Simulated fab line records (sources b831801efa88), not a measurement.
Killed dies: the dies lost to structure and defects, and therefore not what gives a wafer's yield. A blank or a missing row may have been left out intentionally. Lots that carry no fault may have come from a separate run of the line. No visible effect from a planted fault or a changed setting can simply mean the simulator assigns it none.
The tool behind it: which one? / flow sky130 / Sampling: 11 lots, 33 wafers, 5 of 708 route steps

WHAT THE GAUGES SHOWED, per wafer
SKY_FIELD_ISO_THK_MEAS_04. Usual: FIELD_ISO_CVD_03_THK 164.2 nm, standard deviation 1.2.
lot=L411; measured=day 1 22:14; on=film_metro-02; FIELD_ISO_CVD_03_THK (nm)=165.5 163.7 164.0; flag=
lot=L412; measured=day 2 04:09; on=film_metro-04; FIELD_ISO_CVD_03_THK (nm)=162.0 163.1 163.8; flag=
lot=L413; measured=day 2 08:11; on=film_metro-03; FIELD_ISO_CVD_03_THK (nm)=165.3 164.4 164.6; flag=
lot=L414; measured=day 2 12:23; on=film_metro-03; FIELD_ISO_CVD_03_THK (nm)=164.2 163.9 164.3; flag=
lot=L415; measured=day 2 16:44; on=film_metro-04; FIELD_ISO_CVD_03_THK (nm)=162.0 161.7 162.1; flag=
lot=L418; measured=day 3 06:37; on=film_metro-04; FIELD_ISO_CVD_03_THK (nm)=154.9 155.2 154.1; flag=OFF
lot=L419; measured=day 3 10:47; on=film_metro-02; FIELD_ISO_CVD_03_THK (nm)=155.1 155.4 154.0; flag=OFF
lot=L420; measured=day 3 15:29; on=film_metro-03; FIELD_ISO_CVD_03_THK (nm)=152.9 153.2 154.6; flag=OFF
lot=L421; measured=day 3 21:56; on=film_metro-02; FIELD_ISO_CVD_03_THK (nm)=151.1 151.4 151.8; flag=OFF
lot=L432; measured=day 6 09:07; on=film_metro-02; FIELD_ISO_CVD_03_THK (nm)=164.8 163.5 163.7; flag=
lot=L433; measured=day 6 13:35; on=film_metro-03; FIELD_ISO_CVD_03_THK (nm)=165.1 163.9 164.1; flag=

SKY_CAPM_THK_MEAS_04: measures by xrf. Usual: CAPM_TIN_THK 199.1 nm, standard deviation 2.
lot=L411; measured=day 36 13:17; on=film_metro-02; CAPM_TIN_THK (nm)=201.0 201.5 200.5; flag=
lot=L412; measured=day 36 20:40; on=film_metro-01; CAPM_TIN_THK (nm)=199.8 200.5 200.6; flag=
lot=L413; measured=day 37 06:56; on=film_metro-03; CAPM_TIN_THK (nm)=197.5 194.5 195.0; flag=
lot=L414; measured=day 37 05:34; on=film_metro-03; CAPM_TIN_THK (nm)=200.0 200.7 199.0; flag=
lot=L415; measured=day 37 17:59; on=film_metro-03; CAPM_TIN_THK (nm)=197.2 199.6 200.2; flag=
lot=L418; measured=day 39 03:16; on=film_metro-03; CAPM_TIN_THK (nm)=196.3 197.1 199.3; flag=
lot=L419; measured=day 39 01:26; on=film_metro-01; CAPM_TIN_THK (nm)=195.8 198.2 196.6; flag=
lot=L420; measured=day 39 18:13; on=film_metro-01; CAPM_TIN_THK (nm)=197.5 195.4 195.1; flag=
lot=L421; measured=day 39 14:07; on=film_metro-01; CAPM_TIN_THK (nm)=198.4 198.3 198.6; flag=
lot=L432; measured=day 42 19:37; on=film_metro-01; CAPM_TIN_THK (nm)=199.4 198.8 197.8; flag=
lot=L433; measured=day 42 21:12; on=film_metro-01; CAPM_TIN_THK (nm)=199.5 200.0 198.2; flag=

SKY_CAPM_OVL_MEAS_12. Usual: CAPM_OVL 0.3 nm, standard deviation 1.2.
lot=L411; measured=day 37 15:47; on=overlay-01; CAPM_OVL (nm)=0.6 1.1 1.4; flag=
lot=L412; measured=day 37 21:38; on=overlay-02; CAPM_OVL (nm)=-0.1 -1.7 0.7; flag=
lot=L413; measured=day 38 08:59; on=overlay-01; CAPM_OVL (nm)=-0.5 0.1 -1.2; flag=
lot=L414; measured=day 38 06:17; on=overlay-02; CAPM_OVL (nm)=-1.3 -0.8 -1.2; flag=
lot=L415; measured=day 38 19:05; on=overlay-02; CAPM_OVL (nm)=3.0 -0.5 0.6; flag=
lot=L418; measured=day 40 03:42; on=overlay-02; CAPM_OVL (nm)=-1.9 0.0 -0.7; flag=
lot=L419; measured=day 40 01:42; on=overlay-01; CAPM_OVL (nm)=0.7 0.8 0.3; flag=
lot=L420; measured=day 40 18:25; on=overlay-01; CAPM_OVL (nm)=1.4 0.8 1.6; flag=
lot=L421; measured=day 40 14:02; on=overlay-02; CAPM_OVL (nm)=1.8 1.2 0.9; flag=
lot=L432; measured=day 43 18:08; on=overlay-01; CAPM_OVL (nm)=0.1 1.9 1.2; flag=
lot=L433; measured=day 43 19:13; on=overlay-02; CAPM_OVL (nm)=2.3 3.9 0.3; flag=

WHICH TOOL RAN EACH LOT (tool, then ch and the chambers of the sampled wafers, then the start)
lot=L411; SKY_FIELD_ISO_CVD_03=lpcvd-02 ch 0, day 1 18:13; SKY_FIELD_ISO_ETCH_15=rie_diel-01 ch 2,3, day 2 12:44
lot=L412; SKY_FIELD_ISO_CVD_03=lpcvd-02 ch 1, day 2 01:28; SKY_FIELD_ISO_ETCH_15=rie_diel-04 ch 0,1,2, day 2 18:35
lot=L413; SKY_FIELD_ISO_CVD_03=lpcvd-02 ch 1, day 2 06:24; SKY_FIELD_ISO_ETCH_15=rie_diel-04 ch 0,1, day 2 23:39
lot=L414; SKY_FIELD_ISO_CVD_03=lpcvd-02 ch 0, day 2 10:36; SKY_FIELD_ISO_ETCH_15=rie_diel-01 ch 1,3, day 3 04:51
lot=L415; SKY_FIELD_ISO_CVD_03=lpcvd-02 ch 0, day 2 14:57; SKY_FIELD_ISO_ETCH_15=rie_diel-04 ch 0,1,3, day 3 08:47
lot=L418; SKY_FIELD_ISO_CVD_03=lpcvd-02 ch 1, day 3 04:50; SKY_FIELD_ISO_ETCH_15=rie_diel-01 ch 0,2, day 3 22:51
lot=L419; SKY_FIELD_ISO_CVD_03=lpcvd-02 ch 0, day 3 08:59; SKY_FIELD_ISO_ETCH_15=rie_diel-04 ch 0,1,2, day 4 03:11
lot=L420; SKY_FIELD_ISO_CVD_03=lpcvd-02 ch 1, day 3 13:41; SKY_FIELD_ISO_ETCH_15=rie_diel-04 ch 1,3, day 4 08:08
lot=L421; SKY_FIELD_ISO_CVD_03=lpcvd-02 ch 0, day 3 20:08; SKY_FIELD_ISO_ETCH_15=rie_diel-01 ch 0,2,3, day 4 14:35
lot=L432; SKY_FIELD_ISO_CVD_03=lpcvd-02 ch 0, day 6 06:25; SKY_FIELD_ISO_ETCH_15=rie_diel-01 ch 0,2,3, day 7 03:51
lot=L433; SKY_FIELD_ISO_CVD_03=lpcvd-02 ch 0, day 6 10:55; SKY_FIELD_ISO_ETCH_15=rie_diel-03 ch 0,2,3, day 7 09:02
- SKY_FIELD_ISO_CVD_03: deposits Si3N4 from DCS/NH3, target thk 165 nm, time 2830 s.
- SKY_FIELD_ISO_ETCH_15: etches the open film in CHF3/O2, stops on Si, target depth 180 nm, time 72 s.

AS READ BY THE TOOLS THEMSELVES (means over the sampled wafers that have a number; for cases with no such wafer, the mark the record gives instead)
SKY_FIELD_ISO_CVD_03. Usual: pressure_mtorr 250.0 mTorr, standard deviation 0.44; susceptor_temp_C 769.9 C, standard deviation 0.38.
lot=L411; tool=lpcvd-02; pressure_mtorr (mTorr)=249.9; susceptor_temp_C (C)=769.9; flag=
lot=L412; tool=lpcvd-02; pressure_mtorr (mTorr)=250.7; susceptor_temp_C (C)=769.7; flag=
lot=L413; tool=lpcvd-02; pressure_mtorr (mTorr)=249.9; susceptor_temp_C (C)=769.6; flag=
lot=L414; tool=lpcvd-02; pressure_mtorr (mTorr)=250.9; susceptor_temp_C (C)=769.5; flag=
lot=L415; tool=lpcvd-02; pressure_mtorr (mTorr)=249.9; susceptor_temp_C (C)=769.9; flag=
lot=L418; tool=lpcvd-02; pressure_mtorr (mTorr)=200.5; susceptor_temp_C (C)=770.0; flag=OFF
lot=L419; tool=lpcvd-02; pressure_mtorr (mTorr)=199.8; susceptor_temp_C (C)=769.6; flag=OFF
lot=L420; tool=lpcvd-02; pressure_mtorr (mTorr)=200.1; susceptor_temp_C (C)=770.2; flag=OFF
lot=L421; tool=lpcvd-02; pressure_mtorr (mTorr)=200.2; susceptor_temp_C (C)=770.3; flag=OFF
lot=L432; tool=lpcvd-02; pressure_mtorr (mTorr)=249.5; susceptor_temp_C (C)=769.8; flag=
lot=L433; tool=lpcvd-02; pressure_mtorr (mTorr)=249.6; susceptor_temp_C (C)=769.8; flag=

SKY_FIELD_ISO_ETCH_15. Usual: drypump_motor_current_A 5.7 A, standard deviation 0.4; oes_product_au 0.943 a.u., standard deviation 0.0059; throttle_valve_pct 8.844 %, standard deviation 0.01.
lot=L411; tool=rie_diel-01; drypump_motor_current_A (A)=5.3; oes_product_au (a.u.)=0.945; throttle_valve_pct (%)=8.844; flag=
lot=L412; tool=rie_diel-04; drypump_motor_current_A (A)=6.0; oes_product_au (a.u.)=0.938; throttle_valve_pct (%)=8.837; flag=
lot=L413; tool=rie_diel-04; drypump_motor_current_A (A)=6.1; oes_product_au (a.u.)=0.943; throttle_valve_pct (%)=8.836; flag=
lot=L414; tool=rie_diel-01; drypump_motor_current_A (A)=5.4; oes_product_au (a.u.)=0.943; throttle_valve_pct (%)=8.847; flag=
lot=L415; tool=rie_diel-04; drypump_motor_current_A (A)=6.1; oes_product_au (a.u.)=0.936; throttle_valve_pct (%)=8.848; flag=
lot=L418; tool=rie_diel-01; drypump_motor_current_A (A)=5.5; oes_product_au (a.u.)=0.916; throttle_valve_pct (%)=8.833; flag=OFF
lot=L419; tool=rie_diel-04; drypump_motor_current_A (A)=6.0; oes_product_au (a.u.)=0.914; throttle_valve_pct (%)=8.830; flag=OFF
lot=L420; tool=rie_diel-04; drypump_motor_current_A (A)=6.0; oes_product_au (a.u.)=0.911; throttle_valve_pct (%)=8.838; flag=OFF
lot=L421; tool=rie_diel-01; drypump_motor_current_A (A)=5.4; oes_product_au (a.u.)=0.898; throttle_valve_pct (%)=8.826; flag=OFF
lot=L432; tool=rie_diel-01; drypump_motor_current_A (A)=5.4; oes_product_au (a.u.)=0.942; throttle_valve_pct (%)=8.842; flag=
lot=L433; tool=rie_diel-03; drypump_motor_current_A (A)=5.5; oes_product_au (a.u.)=0.941; throttle_valve_pct (%)=8.844; flag=

THE ANSWER, worked out from the rows above alone
Rule: lot off if the mean of its wafers having a number is beyond 3 standard deviations from the usual mean. A lot without any number at a reading at which 4 lots or more have one is off too. Any other lot the step has rows for is counted as sound. Order of review: gauges by route order, followed by the tools' own readings, for which a lot's mean as printed above is used. The first step at which some lot is off is used, and at that step the reading that is off furthest; a lot without a number counts as furthest.
Off: L418, L419, L420, L421, seen at SKY_FIELD_ISO_THK_MEAS_04 (FIELD_ISO_CVD_03_THK).
A tool fits if, at a process step before that reading, it ran every lot that is off, and no sound lot after the first of them. Not tried: the gauges at SKY_FIELD_ISO_THK_MEAS_04; whatever is off there is also off at SKY_FIELD_ISO_CVD_03, on other tools, and gauge error can't account for it. Of those tried, none fits.

WHAT THE SIMULATOR PUT IN
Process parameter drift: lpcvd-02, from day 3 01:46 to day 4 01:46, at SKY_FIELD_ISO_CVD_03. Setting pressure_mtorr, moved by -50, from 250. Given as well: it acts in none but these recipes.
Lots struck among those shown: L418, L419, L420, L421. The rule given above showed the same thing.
